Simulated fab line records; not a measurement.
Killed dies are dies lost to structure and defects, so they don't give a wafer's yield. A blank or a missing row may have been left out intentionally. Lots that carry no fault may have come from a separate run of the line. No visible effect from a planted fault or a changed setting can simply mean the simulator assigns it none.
fab line records	flow sky130
record lots=24	wafers=72	last_day=50
route steps=708 shown CONTACT@425 VIA1@479 METAL2@503 VIA2@522 VIA3@576
lots untouched by any fault: they come from a run of this same line in which no faults occurred
start_h: start of the lot's first displayed wafer, in hours after the record's first day	wait_h: time in hours since the lot's previous step	" repeats the value in the row above	L1.1+2: a row that stands for several wafers	- no value present, or no start provided	* or withheld: withheld	< > ~ a bound
route shown NAME@n: NAME is a module with steps in the file, n the number in the route of the first one	usual: the fault-free wafers' mean and standard deviation	same: alike in all rows	chamber/n: place in a boat	sites: per-site readings	_std_site: standard deviation of those values	_edge_site: outer sites' mean less inner sites'	radius_mm: how far each site lies from the wafer's centre	mask NAME#n: copy n	behind: tool/chamber where the wafer was last shaped	hold: the reason the lot was held/the length of the hold in hours/how it ended	device: transistor that didn't switch, given as n, p or np	end of line: tests run on the same wafers once the route is complete	where a step has no rows: the recipe by itself	killed: at the first sort, the dies lost to defects and structure; wafer yield is something else	map: the dies of a wafer, with x for killed, . for not killed, _ for no die there
set.NAME: the setting as run; set.NAME@STEP: as run at that earlier step	model.NAME: the simulator's own value behind a step, which no gauge read
the route's steps for a sample of lots (tables are steps, rows are wafers)
services: from which hour (start_h, from the record's first day; less than 0 if before it) a tool's chamber was out of use, for how many hours, and why
## steps
# step SKY_CONTACT_STRIP_19
# recipe chemistry=O2/N2	power_w=1400	pressure_mtorr=1500	platen_temp_c=withheld	o2_flow_sccm=3000	n2_flow_sccm=300	overash_fraction=0.5
# usual drypump_motor_current_A=5.7/0.47	oes_product_au=0.381/0.0046	strip_time_to_endpoint_s=3.62/0.031
lot.wafer	tool	chamber	start_h	wait_h	drypump_motor_current_A	oes_product_au	rf_hours_counter_h	strip_time_to_endpoint_s
L074.1	plasma_asher-02	0	745.61	-	5.9	0.376	33	3.58
L074.3	"	1	"	"	4.9	0.380	-	3.53
L074.6	"	1	"	"	4.9	0.382	-	3.56
L075.2	plasma_asher-01	0	747.51	-	6.3	0.380	66	3.59
L075.5	"	0	"	"	6.3	0.376	-	3.62
L075.6	"	1	"	"	5.4	0.380	-	3.61
L076.2	plasma_asher-01	1	760.79	-	5.4	0.392	67	3.63
L076.3	"	0	"	"	6.3	0.382	-	3.62
L076.4	"	1	"	"	5.4	0.378	-	3.59
L077.3	plasma_asher-02	0	764.43	-	5.8	0.377	-	3.65
L077.5	"	1	"	"	4.9	0.375	-	3.62
L077.6	"	0	"	"	5.8	0.384	-	3.65
L078.2	plasma_asher-02	1	771.16	-	4.9	0.381	35	3.64
L078.3	"	1	"	"	4.9	0.377	-	3.59
L078.6	"	0	"	"	5.8	0.383	-	3.64
L079.1	plasma_asher-04	1	782.55	-	6.0	0.382	4	3.60
L079.3	"	1	"	"	6.0	0.381	-	3.59
L079.5	"	1	"	"	6.0	0.390	-	3.63
L080.3	plasma_asher-04	0	799.13	-	6.1	0.387	-	3.68
L080.4	"	1	"	"	6.0	0.390	-	3.66
L080.5	"	0	"	"	6.1	0.387	-	3.68
L081.2	plasma_asher-04	0	804.02	-	6.1	0.381	6	3.60
L081.4	"	0	"	"	6.1	0.378	-	3.61
L081.5	"	0	"	"	6.1	0.380	-	3.61
L082.2	plasma_asher-04	1	805.29	-	6.0	0.383	6	3.57
L082.3	"	0	"	"	6.1	0.383	-	3.62
L082.6	"	1	"	"	6.0	0.381	-	3.57
L083.2	plasma_asher-02	0	811.16	-	5.8	0.376	39	3.60
L083.5	"	1	"	"	4.9	0.376	-	3.60
L083.6	"	0	"	"	5.8	0.377	-	3.57
L084.1	plasma_asher-01	0	824.21	-	6.2	0.379	73	3.64
L084.2	"	1	"	"	5.5	0.386	73	3.66
L084.3	"	0	"	"	6.2	0.388	-	3.70
L085.3	plasma_asher-01	0	829.64	-	6.2	0.384	-	3.60
L085.5	"	0	"	"	6.2	0.378	-	3.63
L085.6	"	1	"	"	5.4	0.373	-	3.64
L086.1	plasma_asher-01	0	835.21	-	6.2	0.388	75	3.64
L086.3	"	1	"	"	5.4	0.381	-	3.60
L086.5	"	1	"	"	5.4	0.380	-	3.63
L087.1	plasma_asher-04	0	849.44	-	6.1	0.387	9	3.66
L087.4	"	0	"	"	6.1	0.376	-	3.60
L087.5	"	1	"	"	6.0	0.379	-	3.67
L088.1	plasma_asher-01	1	851.55	-	5.5	0.379	76	3.60
L088.2	"	0	"	"	6.2	0.389	76	3.59
L088.6	"	1	"	"	5.4	0.375	-	3.58
L089.1	plasma_asher-04	0	863.05	-	6.1	0.386	10	3.65
L089.2	"	1	"	"	6.1	0.376	10	3.65
L089.5	"	0	"	"	6.1	0.389	-	3.61
L090.1	plasma_asher-01	0	868.49	-	6.3	0.374	78	3.62
L090.4	"	0	"	"	6.3	0.383	-	3.66
L090.5	"	1	"	"	5.4	0.381	-	3.58
L091.2	plasma_asher-02	0	874.35	-	5.8	0.379	47	3.62
L091.5	"	0	"	"	5.8	0.390	-	3.65
L091.6	"	1	"	"	4.9	0.380	-	3.60
L092.1	plasma_asher-02	0	883.36	-	5.8	0.384	48	3.65
L092.3	"	0	"	"	5.8	0.381	-	3.61
L092.5	"	0	"	"	5.9	0.371	-	3.58
L093.3	plasma_asher-04	0	888.23	-	6.1	0.381	-	3.60
L093.4	"	1	"	"	6.0	0.381	-	3.61
L093.6	"	0	"	"	6.1	0.374	-	3.57
L094.1	plasma_asher-02	1	896.14	-	4.9	0.382	49	3.61
L094.2	"	0	"	"	5.9	0.378	49	3.66
L094.6	"	1	"	"	4.9	0.386	-	3.65
L095.2	plasma_asher-01	1	904.01	-	5.4	0.383	82	3.56
L095.4	"	0	"	"	6.3	0.378	-	3.60
L095.6	"	0	"	"	6.3	0.387	-	3.60
L096.1	plasma_asher-02	0	912.11	-	5.8	0.385	50	3.64
L096.4	"	0	"	"	5.8	0.375	-	3.60
L096.6	"	1	"	"	4.9	0.383	-	3.62
L097.1	plasma_asher-02	0	917.66	-	5.9	0.380	51	3.61
L097.2	"	1	"	"	4.9	0.377	51	3.58
L097.6	"	1	"	"	4.9	0.383	-	3.60
# step SKY_VIA1_CVD_21
# recipe material=W	target_thk_nm=270	time_s=80.902	temp_c=400	pressure_torr=40
# usual heater_power_w=872/53
lot.wafer	tool	chamber	start_h	wait_h	heater_power_w
L074.1	cvd_w-01	1	803.92	0.0	909
L074.3	"	1	"	"	901
L074.6	"	0	"	"	860
L075.2	cvd_w-01	0	805.71	0.0	854
L075.5	"	1	"	"	918
L075.6	"	0	"	"	853
L076.2	cvd_w-01	1	818.37	0.0	921
L076.3	"	0	"	"	864
L076.4	"	1	"	"	926
L077.3	cvd_w-02	0	821.80	0.1	770
L077.5	"	0	"	"	786
L077.6	"	1	"	"	906
L078.2	cvd_w-01	0	828.79	0.0	860
L078.3	"	1	"	"	927
L078.6	"	1	"	"	905
L079.1	cvd_w-02	0	839.50	0.0	769
L079.3	"	1	"	"	891
L079.5	"	1	"	"	877
L080.3	cvd_w-02	1	855.73	0.1	924
L080.4	"	1	"	"	882
L080.5	"	1	"	"	884
L081.2	cvd_w-02	1	860.11	0.1	903
L081.4	"	1	"	"	879
L081.5	"	1	"	"	877
L082.2	cvd_w-01	0	862.21	0.0	854
L082.3	"	1	"	"	927
L082.6	"	1	"	"	917
L083.2	cvd_w-01	1	868.01	0.0	937
L083.5	"	1	"	"	943
L083.6	"	0	"	"	868
L084.1	cvd_w-01	1	880.62	0.0	933
L084.2	"	0	"	"	863
L084.3	"	1	"	"	904
L085.3	cvd_w-01	0	886.25	0.1	851
L085.5	"	0	"	"	853
L085.6	"	1	"	"	931
L086.1	cvd_w-02	0	892.09	0.0	764
L086.3	"	1	"	"	879
L086.5	"	0	"	"	775
L087.1	cvd_w-01	0	906.17	0.1	880
L087.4	"	0	"	"	860
L087.5	"	0	"	"	839
L088.1	cvd_w-01	0	906.57	0.0	834
L088.2	"	1	"	"	907
L088.6	"	1	"	"	915
L089.1	cvd_w-02	1	918.66	0.0	816
L089.2	"	0	"	"	773
L089.5	"	1	"	"	803
L090.1	cvd_w-02	0	924.02	0.0	770
L090.4	"	0	"	"	740
L090.5	"	1	"	"	827
L091.2	cvd_w-01	0	928.74	0.0	868
L091.5	"	0	"	"	850
L091.6	"	1	"	"	918
L092.1	cvd_w-01	0	937.76	0.0	856
L092.3	"	1	"	"	949
L092.5	"	0	"	"	866
L093.3	cvd_w-01	1	942.57	0.1	932
L093.4	"	1	"	"	923
L093.6	"	1	"	"	940
L094.1	cvd_w-01	0	949.75	0.0	846
L094.2	"	1	"	"	932
L094.6	"	1	"	"	943
L095.2	cvd_w-01	0	958.50	0.0	867
L095.4	"	0	"	"	855
L095.6	"	0	"	"	851
L096.1	cvd_w-02	0	966.16	0.0	780
L096.4	"	0	"	"	747
L096.6	"	1	"	"	837
L097.1	cvd_w-01	1	970.61	0.0	913
L097.2	"	0	"	"	854
L097.6	"	0	"	"	859
# step SKY_METAL2_STRIP_20
# recipe chemistry=O2/N2	power_w=1400	pressure_mtorr=1500	platen_temp_c=withheld	o2_flow_sccm=3000	n2_flow_sccm=300	overash_fraction=0.5
# usual drypump_motor_current_A=5.93/0.26	oes_product_au=0.342/0.0056	strip_time_to_endpoint_s=2.68/0.069
lot.wafer	tool	chamber	start_h	wait_h	drypump_motor_current_A	oes_product_au	rf_hours_counter_h	strip_time_to_endpoint_s
L074.1	plasma_asher-01	1	831.21	0.1	5.41	0.348	74	2.71
L074.3	"	0	"	"	6.23	0.336	-	2.65
L074.6	"	0	"	"	6.25	0.346	-	2.65
L075.2	plasma_asher-01	0	833.43	0.1	6.26	0.340	74	2.78
L075.5	"	0	"	"	6.23	0.336	-	2.63
L075.6	"	1	"	"	5.41	0.345	-	2.74
L076.2	plasma_asher-04	1	845.80	0.1	6.05	0.348	9	2.61
L076.3	"	1	"	"	6.02	0.342	-	2.59
L076.4	"	0	"	"	6.12	0.334	-	2.71
L077.3	plasma_asher-01	1	848.82	0.1	5.42	0.346	-	2.62
L077.5	"	0	"	"	6.24	0.339	-	2.61
L077.6	"	1	"	"	5.44	0.346	-	2.71
L078.2	plasma_asher-03	1	856.09	0.1	5.97	0.334	101	2.63
L078.3	"	0	"	"	5.58	0.339	-	2.54
L078.6	"	0	"	"	5.58	0.343	-	2.55
L079.1	plasma_asher-01	1	865.93	0.1	5.43	0.331	78	2.55
L079.3	"	0	"	"	6.25	0.333	-	2.55
L079.5	"	1	"	"	5.44	0.331	-	2.55
L080.3	plasma_asher-04	1	883.19	0.1	6.03	0.349	-	2.79
L080.4	"	0	"	"	6.10	0.347	-	2.66
L080.5	"	1	"	"	6.04	0.344	-	2.68
L081.2	plasma_asher-04	1	887.01	0.1	6.04	0.342	12	2.69
L081.4	"	1	"	"	6.02	0.341	-	2.68
L081.5	"	1	"	"	6.04	0.346	-	2.69
L082.2	plasma_asher-03	0	889.51	0.1	5.57	0.345	104	2.77
L082.3	"	0	"	"	5.57	0.344	-	2.73
L082.6	"	0	"	"	5.58	0.346	-	2.70
L083.2	plasma_asher-04	0	895.49	0.1	6.10	0.344	13	2.69
L083.5	"	1	"	"	6.03	0.345	-	2.71
L083.6	"	0	"	"	6.08	0.335	-	2.58
L084.1	plasma_asher-01	0	907.70	0.1	6.25	0.343	82	2.76
L084.2	"	1	"	"	5.44	0.345	82	2.68
L084.3	"	0	"	"	6.25	0.343	-	2.67
L085.3	plasma_asher-04	1	912.92	0.1	6.02	0.337	-	2.61
L085.5	"	0	"	"	6.12	0.339	-	2.62
L085.6	"	1	"	"	6.02	0.341	-	2.73
L086.1	plasma_asher-04	1	919.39	0.1	6.02	0.348	16	2.67
L086.3	"	0	"	"	6.14	0.345	-	2.65
L086.5	"	1	"	"	6.03	0.334	-	2.63
L087.1	plasma_asher-03	0	932.96	0.1	5.57	0.338	109	2.70
L087.4	"	1	"	"	5.96	0.342	-	2.79
L087.5	"	0	"	"	5.57	0.346	-	2.65
L088.1	plasma_asher-04	1	933.36	0.1	6.00	0.344	17	2.71
L088.2	"	0	"	"	6.10	0.339	17	2.63
L088.6	"	0	"	"	6.14	0.340	-	2.63
L089.1	plasma_asher-04	0	945.26	0.1	6.12	0.344	19	2.79
L089.2	"	1	"	"	6.01	0.338	19	2.67
L089.5	"	0	"	"	6.10	0.351	-	2.78
L090.1	plasma_asher-03	0	950.81	0.1	5.56	0.347	111	2.79
L090.4	"	1	"	"	5.92	0.351	-	2.80
L090.5	"	1	"	"	5.91	0.347	-	2.84
L091.2	plasma_asher-04	0	954.64	0.1	6.14	0.340	20	2.71
L091.5	"	0	"	"	6.12	0.339	-	2.60
L091.6	"	1	"	"	6.01	0.343	-	2.71
L092.1	plasma_asher-04	1	964.24	0.1	6.03	0.338	20	2.62
L092.3	"	1	"	"	6.02	0.345	-	2.70
L092.5	"	0	"	"	6.11	0.334	-	2.62
L093.3	plasma_asher-03	0	968.69	0.1	5.58	0.341	-	2.74
L093.4	"	1	"	"	6.01	0.333	-	2.56
L093.6	"	1	"	"	5.96	0.343	-	2.57
L094.1	plasma_asher-03	0	976.16	0.1	5.56	0.333	113	2.51
L094.2	"	1	"	"	5.95	0.339	113	2.67
L094.6	"	1	"	"	5.95	0.347	-	2.68
L095.2	plasma_asher-04	1	983.34	0.1	6.01	0.339	22	2.74
L095.4	"	0	"	"	6.14	0.339	-	2.72
L095.6	"	0	"	"	6.14	0.344	-	2.74
L096.1	plasma_asher-03	1	991.81	0.1	5.96	0.343	115	2.68
L096.4	"	0	"	"	5.56	0.348	-	2.68
L096.6	"	1	"	"	5.95	0.342	-	2.77
L097.1	plasma_asher-04	0	995.69	0.1	6.13	0.351	23	2.71
L097.2	"	1	"	"	6.06	0.341	23	2.66
L097.6	"	1	"	"	6.02	0.346	-	2.73
# step SKY_VIA2_ETCH_15
# recipe target=SiO2	chemistry=C4F8/O2/Ar	target_depth_nm=546	stop_on=TiN	mask_material=KrF-thick	source_w=1500	bias_w=1200	pressure_mtorr=40	c4f8_flow_sccm=withheld	O2_flow_sccm=6	Ar_flow_sccm=300	time_s=84
# usual oes_product_au=0.940/0.0047
lot.wafer	tool	chamber	start_h	wait_h	oes_product_au	rf_hours_counter_h
L074.1	rie_diel-04	0	859.26	0.0	0.944	12
L074.3	"	3	"	"	0.938	2
L074.6	"	2	"	"	0.946	-
L075.2	rie_diel-04	2	860.51	0.0	0.933	6
L075.5	"	2	"	"	0.945	-
L075.6	"	3	"	"	0.933	-
L076.2	rie_diel-03	1	872.71	0.0	0.943	13
L076.3	"	3	"	"	0.945	6
L076.4	"	2	"	"	0.947	25
L077.3	rie_diel-04	0	876.01	0.0	0.936	12
L077.5	"	0	"	"	0.935	-
L077.6	"	1	"	"	0.943	-
L078.2	rie_diel-04	0	883.92	0.0	0.933	13
L078.3	"	3	"	"	0.940	3
L078.6	"	1	"	"	0.937	-
L079.1	rie_diel-03	3	893.01	0.0	0.940	6
L079.3	"	1	"	"	0.935	14
L079.5	"	0	"	"	0.927	-
L080.3	rie_diel-03	1	910.45	0.0	0.945	15
L080.4	"	2	"	"	0.948	26
L080.5	"	3	"	"	0.943	-
L081.2	rie_diel-04	1	913.75	0.0	0.934	13
L081.4	"	2	"	"	0.941	8
L081.5	"	2	"	"	0.939	-
L082.2	rie_diel-03	3	916.42	0.0	0.939	7
L082.3	"	2	"	"	0.949	27
L082.6	"	0	"	"	0.944	-
L083.2	rie_diel-04	3	922.80	0.0	0.945	4
L083.5	"	1	"	"	0.938	-
L083.6	"	2	"	"	0.936	-
L084.1	rie_diel-01	1	934.21	0.0	0.940	2
L084.2	"	0	"	"	0.931	6
L084.3	"	2	"	"	0.943	7
L085.3	rie_diel-03	0	939.70	0.0	0.938	22
L085.5	"	1	"	"	0.940	-
L085.6	"	2	"	"	0.949	-
L086.1	rie_diel-04	0	945.47	0.0	0.936	15
L086.3	"	1	"	"	0.933	14
L086.5	"	1	"	"	0.937	-
L087.1	rie_diel-01	1	958.82	0.0	0.929	2
L087.4	"	3	"	"	0.949	2
L087.5	"	2	"	"	0.935	-
L088.1	rie_diel-04	0	959.16	0.0	0.939	15
L088.2	"	2	"	"	0.950	9
L088.6	"	3	"	"	0.937	-
L089.1	rie_diel-01	1	971.06	0.0	0.946	3
L089.2	"	3	"	"	0.938	3
L089.5	"	0	"	"	0.938	-
L090.1	rie_diel-01	1	976.55	0.0	0.934	3
L090.4	"	2	"	"	0.943	8
L090.5	"	3	"	"	0.933	-
L091.2	rie_diel-03	2	980.76	0.0	0.942	1
L091.5	"	0	"	"	0.940	-
L091.6	"	3	"	"	0.938	-
L092.1	rie_diel-01	1	990.02	0.0	0.945	3
L092.3	"	0	"	"	0.944	7
L092.5	"	2	"	"	0.944	-
L093.3	rie_diel-03	0	993.40	0.0	0.938	24
L093.4	"	2	"	"	0.942	1
L093.6	"	2	"	"	0.942	-
L094.1	rie_diel-04	0	1001.45	0.0	0.935	16
L094.2	"	1	"	"	0.947	16
L094.6	"	2	"	"	0.939	-
L095.2	rie_diel-03	1	1007.87	0.0	0.934	18
L095.4	"	2	"	"	0.943	2
L095.6	"	0	"	"	0.944	-
L096.1	rie_diel-03	3	1017.01	0.0	0.940	11
L096.4	"	2	"	"	0.936	2
L096.6	"	2	"	"	0.935	-
L097.1	rie_diel-03	1	1020.26	0.0	0.936	19
L097.2	"	2	"	"	0.931	2
L097.6	"	3	"	"	0.941	-
# step SKY_VIA2_RS_MEAS_22
# recipe thk_meas_gauge=four-point-probe	reads=W_of_VIA2_CVD_21+TiN_of_VIA2_SPUTTER_20
# usual VIA2_W_RS=0.2748/0.0028
lot.wafer	tool	chamber	start_h	wait_h	VIA2_W_RS[ohm/sq]
L074.1	film_metro-02	-	860.16	0.1	0.2751
L074.3	"	-	"	"	0.2789
L074.6	"	-	"	"	0.2765
L075.2	film_metro-02	-	861.41	0.1	0.2720
L075.5	"	-	"	"	0.2798
L075.6	"	-	"	"	0.2700
L076.2	film_metro-04	-	873.62	0.1	0.2759
L076.3	"	-	"	"	0.2750
L076.4	"	-	"	"	0.2739
L077.3	film_metro-04	-	876.90	0.1	0.2770
L077.5	"	-	"	"	0.2797
L077.6	"	-	"	"	0.2750
L078.2	film_metro-02	-	884.79	0.1	0.2770
L078.3	"	-	"	"	0.2793
L078.6	"	-	"	"	0.2794
L079.1	film_metro-02	-	893.86	0.1	0.2751
L079.3	"	-	"	"	0.2741
L079.5	"	-	"	"	0.2738
L080.3	film_metro-04	-	911.33	0.1	0.2749
L080.4	"	-	"	"	0.2752
L080.5	"	-	"	"	0.2750
L081.2	film_metro-04	-	914.65	0.1	0.2722
L081.4	"	-	"	"	0.2763
L081.5	"	-	"	"	0.2718
L082.2	film_metro-03	-	917.30	0.1	0.2747
L082.3	"	-	"	"	0.2748
L082.6	"	-	"	"	0.2715
L083.2	film_metro-03	-	923.66	0.1	0.2800
L083.5	"	-	"	"	0.2791
L083.6	"	-	"	"	0.2754
L084.1	film_metro-02	-	935.23	0.2	0.2758
L084.2	"	-	"	"	0.2729
L084.3	"	-	"	"	0.2759
L085.3	film_metro-04	-	941.07	0.2	0.2713
L085.5	"	-	"	"	0.2716
L085.6	"	-	"	"	0.2728
L086.1	film_metro-03	-	946.54	0.2	0.2758
L086.3	"	-	"	"	0.2762
L086.5	"	-	"	"	0.2734
L087.1	film_metro-03	-	959.73	0.1	0.2741
L087.4	"	-	"	"	0.2748
L087.5	"	-	"	"	0.2745
L088.1	film_metro-02	-	960.08	0.1	0.2744
L088.2	"	-	"	"	0.2710
L088.6	"	-	"	"	0.2717
L089.1	film_metro-03	-	972.00	0.1	0.2722
L089.2	"	-	"	"	0.2733
L089.5	"	-	"	"	0.2741
L090.1	film_metro-03	-	977.49	0.1	0.2701
L090.4	"	-	"	"	0.2732
L090.5	"	-	"	"	0.2690
L091.2	film_metro-02	-	981.63	0.1	0.2760
L091.5	"	-	"	"	0.2725
L091.6	"	-	"	"	0.2781
L092.1	film_metro-04	-	991.26	0.1	0.2739
L092.3	"	-	"	"	0.2712
L092.5	"	-	"	"	0.2731
L093.3	film_metro-03	-	994.69	0.1	0.2710
L093.4	"	-	"	"	0.2764
L093.6	"	-	"	"	0.2722
L094.1	film_metro-03	-	1002.35	0.1	0.2748
L094.2	"	-	"	"	0.2737
L094.6	"	-	"	"	0.2773
L095.2	film_metro-02	-	1009.14	0.1	0.2752
L095.4	"	-	"	"	0.2777
L095.6	"	-	"	"	0.2736
L096.1	film_metro-02	-	1018.31	0.1	0.2723
L096.4	"	-	"	"	0.2733
L096.6	"	-	"	"	0.2722
L097.1	film_metro-04	-	1021.11	0.1	0.2775
L097.2	"	-	"	"	0.2816
L097.6	"	-	"	"	0.2792
# step SKY_VIA3_BOW_MEAS_03
# recipe mode=bow
# usual VIA3_BOW=80/8
lot.wafer	tool	chamber	start_h	wait_h	VIA3_BOW[um]
L074.1	film_metro-03	-	914.74	0.2	83
L074.3	"	-	"	"	83
L074.6	"	-	"	"	88
L075.2	film_metro-02	-	916.39	0.2	84
L075.5	"	-	"	"	79
L075.6	"	-	"	"	81
L076.2	film_metro-03	-	927.92	0.2	78
L076.3	"	-	"	"	75
L076.4	"	-	"	"	71
L077.3	film_metro-03	-	930.87	0.2	74
L077.5	"	-	"	"	77
L077.6	"	-	"	"	78
L078.2	film_metro-03	-	937.84	0.2	89
L078.3	"	-	"	"	84
L078.6	"	-	"	"	77
L079.1	film_metro-02	-	947.82	0.1	76
L079.3	"	-	"	"	81
L079.5	"	-	"	"	65
L080.3	film_metro-01	-	963.77	0.3	74
L080.4	"	-	"	"	69
L080.5	"	-	"	"	74
L081.2	film_metro-02	-	967.53	0.3	78
L081.4	"	-	"	"	82
L081.5	"	-	"	"	71
L082.2	film_metro-03	-	970.33	0.3	84
L082.3	"	-	"	"	62
L082.6	"	-	"	"	69
L083.2	film_metro-03	-	975.59	0.2	89
L083.5	"	-	"	"	83
L083.6	"	-	"	"	71
L084.1	film_metro-01	-	987.88	0.2	73
L084.2	"	-	"	"	66
L084.3	"	-	"	"	85
L085.3	film_metro-03	-	993.46	0.3	66
L085.5	"	-	"	"	77
L085.6	"	-	"	"	76
L086.1	film_metro-01	-	997.32	0.2	103
L086.3	"	-	"	"	82
L086.5	"	-	"	"	80
L087.1	film_metro-03	-	1010.50	0.2	95
L087.4	"	-	"	"	75
L087.5	"	-	"	"	85
L088.1	film_metro-02	-	1011.10	0.2	91
L088.2	"	-	"	"	79
L088.6	"	-	"	"	79
L089.1	film_metro-01	-	1021.40	0.2	89
L089.2	"	-	"	"	72
L089.5	"	-	"	"	80
L090.1	film_metro-03	-	1027.72	0.1	96
L090.4	"	-	"	"	86
L090.5	"	-	"	"	79
L091.2	film_metro-02	-	1038.55	0.1	73
L091.5	"	-	"	"	78
L091.6	"	-	"	"	68
L092.1	film_metro-01	-	1041.95	0.2	67
L092.3	"	-	"	"	78
L092.5	"	-	"	"	86
L093.3	film_metro-01	-	1043.84	0.2	87
L093.4	"	-	"	"	88
L093.6	"	-	"	"	93
L094.1	film_metro-03	-	1048.40	0.1	85
L094.2	"	-	"	"	84
L094.6	"	-	"	"	78
L095.2	film_metro-01	-	1055.87	0.3	83
L095.4	"	-	"	"	83
L095.6	"	-	"	"	80
L096.1	film_metro-01	-	1067.41	0.1	89
L096.4	"	-	"	"	89
L096.6	"	-	"	"	79
L097.1	film_metro-02	-	1069.81	0.2	84
L097.2	"	-	"	"	87
L097.6	"	-	"	"	82
## services
tool	chamber	start_h	hours	kind
plasma_asher-04	-	733.75	9.0	pm
plasma_asher-01	-	734.11	4.1	repair
plasma_asher-04	-	754.96	0.3	repair
rie_diel-04	0	769.87	8.3	repair
rie_diel-03	2	794.21	2.4	repair
rie_diel-01	1	824.17	1.9	repair
cvd_w-02	1	824.19	3.3	repair
plasma_asher-04	-	828.24	15.9	repair
plasma_asher-03	-	829.52	4.3	pm
cvd_w-02	-	833.03	6.0	pm
plasma_asher-02	-	838.92	0.4	repair
cvd_w-02	0	853.35	9.1	repair
plasma_asher-01	-	853.82	1.0	repair
cvd_w-02	-	904.00	14.0	pm
plasma_asher-01	-	920.74	1.3	repair
plasma_asher-02	-	930.86	1.9	repair
cvd_w-02	1	933.83	14.6	repair
plasma_asher-01	-	938.12	5.6	repair
cvd_w-01	0	940.04	9.2	repair
cvd_w-02	0	941.55	8.1	repair
rie_diel-04	-	967.33	14.6	pm
plasma_asher-04	-	973.40	1.5	repair
rie_diel-04	0	984.70	15.3	repair
plasma_asher-02	-	1010.94	2.8	repair
## key
fault none
